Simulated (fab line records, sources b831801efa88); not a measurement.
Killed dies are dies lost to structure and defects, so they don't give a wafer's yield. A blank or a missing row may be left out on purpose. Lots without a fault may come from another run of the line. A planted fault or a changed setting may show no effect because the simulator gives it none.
A struck lot beside a sound one | flow sky130 | 14 steps out of a route of 708
Sound: wafers L512.2, L512.4, L512.6. Struck: wafers L508.2, L508.5, L508.6. The cause comes at the end.
At each step with rows: each side's tool, then ch and its chambers, then its first start. Under that, the readings that differ: sound wafers | struck wafers | difference of the means | sigmas: that difference in standard deviations of wafers without a fault.
alike: readings whose means differ by less than 2 such deviations, and words and numbers that are the same on both sides. not compared: withheld readings, readings that some wafer has no value for, bounds like >300 that may hide the same value, and numbers for which the record gives no deviation and whose values overlap.
The two part at a step that has a row with sigmas, a row that says differs or no value, or rows on one side only. Numbers that don't overlap but have no deviation are shown without sigmas and don't part them. A reading that every wafer of one side lacks parts them only if that side has two wafers or more.

first, 4 steps without rows for these wafers: SKY_RES_XHIGH_EXPOSE_04 (exposes mask URPM, target cd 1270 nm); SKY_RES_XHIGH_PEB_05; SKY_RES_XHIGH_DEVELOP_06 (develop time 60 s); SKY_RES_XHIGH_IMPLANT_07.
SKY_RES_XHIGH_STRIP_08: strips in O2/N2.
  sound on plasma_asher-01 ch 0,1, day 32 22:14; struck on plasma_asher-02 ch 0,1, day 31 14:34
  alike: drypump_motor_current_A, oes_product_au, strip_time_to_endpoint_s
  not compared: rf_hours_counter_h
SKY_RES_XHIGH_TW_MEAS_09:
  sound on film_metro-01, day 32 22:21; struck on film_metro-01, day 31 14:41
  alike: RES_XHIGH_TW
then, 6 steps without rows for these wafers: SKY_SD_N_DEHYDRATE_00 (time 60 s); SKY_SD_N_HMDS_01 (prime time 60 s); SKY_SD_N_COAT_02 (resist thk 1140 nm); SKY_SD_N_SOFTBAKE_03 (time 60 s); SKY_SD_N_EXPOSE_04 (exposes mask NSDM, target cd 380 nm); SKY_SD_N_PEB_05.
SKY_SD_N_DEVELOP_06: develop time 60 s.
  sound on litho_track-01 ch 0, day 34 00:53; struck on litho_track-02, day 32 17:37
  no value came back on the struck wafers for chill_plate_temp_C (C), develop_time_s (s); on the sound wafers chill_plate_temp_C (C) reads 22.92 22.94 22.96
SKY_SD_N_CD_MEAS_07: target cd 380 nm.
  sound on cd_sem-02, day 34 01:02; struck on cd_sem-01, day 32 17:46
  reading    | sound             | struck | difference                    | sigmas
  cd_nm (nm) | 380.8 382.5 381.1 | - - -  | no value on the struck wafers |

WHERE THEY PART
First at SKY_SD_N_DEVELOP_06; last, within this record, at SKY_SD_N_CD_MEAS_07.

WHY: what the simulator had put in
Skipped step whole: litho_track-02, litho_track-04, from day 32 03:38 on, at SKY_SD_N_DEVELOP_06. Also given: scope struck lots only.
